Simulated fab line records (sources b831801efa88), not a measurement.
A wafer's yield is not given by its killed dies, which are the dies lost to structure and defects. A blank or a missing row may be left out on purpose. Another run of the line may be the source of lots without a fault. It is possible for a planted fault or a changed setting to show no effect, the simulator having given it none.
Which tool is to blame? | flow sky130 | 7 lots with 21 wafers sampled at 3 steps, on a route of 708 steps

== WHAT THE GAUGES SHOWED, per wafer ==
SKY_LDD_LDN_TW_MEAS_13.
lot  | measured     | on            | LDD_LDN_TW
L989 | day 24 18:42 | film metro-04 | 1433 1442 1441
L991 | day 25 11:15 | film metro-02 | 1478 1474 1471
L992 | day 25 12:26 | film metro-03 | 1450 1454 1454
L995 | day 26 23:52 | film metro-02 | 1460 1467 1455
L102 | day 28 17:23 | film metro-04 | 1318 1318 1317
L108 | day 30 06:38 | film metro-04 | 1447 1446 1440
L109 | day 30 12:03 | film metro-03 | 1455 1450 1453

== EACH LOT AND THE TOOL THAT RAN IT (in order: tool; ch and the chambers of the sampled wafers; start) ==
lot  | SKY_LDD_LDN_IMPLANT_10          | SKY_LDD_LDN_STRIP_12
L989 | implanter-01 ch 0, day 24 18:18 | plasma asher-02 ch 0,1, day 24 18:36
L991 | implanter-01 ch 0, day 25 10:51 | plasma asher-01 ch 0,1, day 25 11:09
L992 | implanter-03 ch 0, day 25 12:02 | plasma asher-01 ch 0,1, day 25 12:20
L995 | implanter-01 ch 0, day 26 23:28 | plasma asher-01 ch 0,1, day 26 23:45
L102 | implanter-03, day 28 16:59      | plasma asher-02 ch 0,1, day 28 17:17
L108 | implanter-01 ch 0, day 30 06:16 | plasma asher-02 ch 0,1, day 30 06:32
L109 | implanter-01 ch 0, day 30 11:40 | plasma asher-02 ch 0, day 30 11:56
- SKY_LDD_LDN_IMPLANT_10
- SKY_LDD_LDN_STRIP_12: strips in O2/N2.

== THE ANSWER, worked out from the rows above alone ==
Rule: usual is defined by the lots themselves. Put in order of their means at a reading, lots are off if they are a third of the lots or fewer, leave a main group of 4 or more, and stand apart from it by a gap of 3 or more times the standard deviation of the main group's means; of several such gaps the widest counts. If all means in a main group match to the digits the tables above print for the reading, that group is not used. Also off: a lot with no number at a reading for which 4 or more lots have one. The other lots that the step has rows for count as sound.
Off: L102, at SKY_LDD_LDN_TW_MEAS_13 (LDD_LDN_TW). The main group: mean 1454, standard deviation 11.
If a tool, at a process step before that reading, ran all the lots that are off and no sound lot after the first of them, it fits. Gauges at SKY_LDD_LDN_TW_MEAS_13: tried the same way as those tools. One candidate fits, namely implanter-03 at SKY_LDD_LDN_IMPLANT_10. A fault onset in the window from L992 (day 25 12:02, its last sound lot) to L102 (day 28 16:59, its first lot off) fits.

== WHAT THE SIMULATOR PUT IN ==
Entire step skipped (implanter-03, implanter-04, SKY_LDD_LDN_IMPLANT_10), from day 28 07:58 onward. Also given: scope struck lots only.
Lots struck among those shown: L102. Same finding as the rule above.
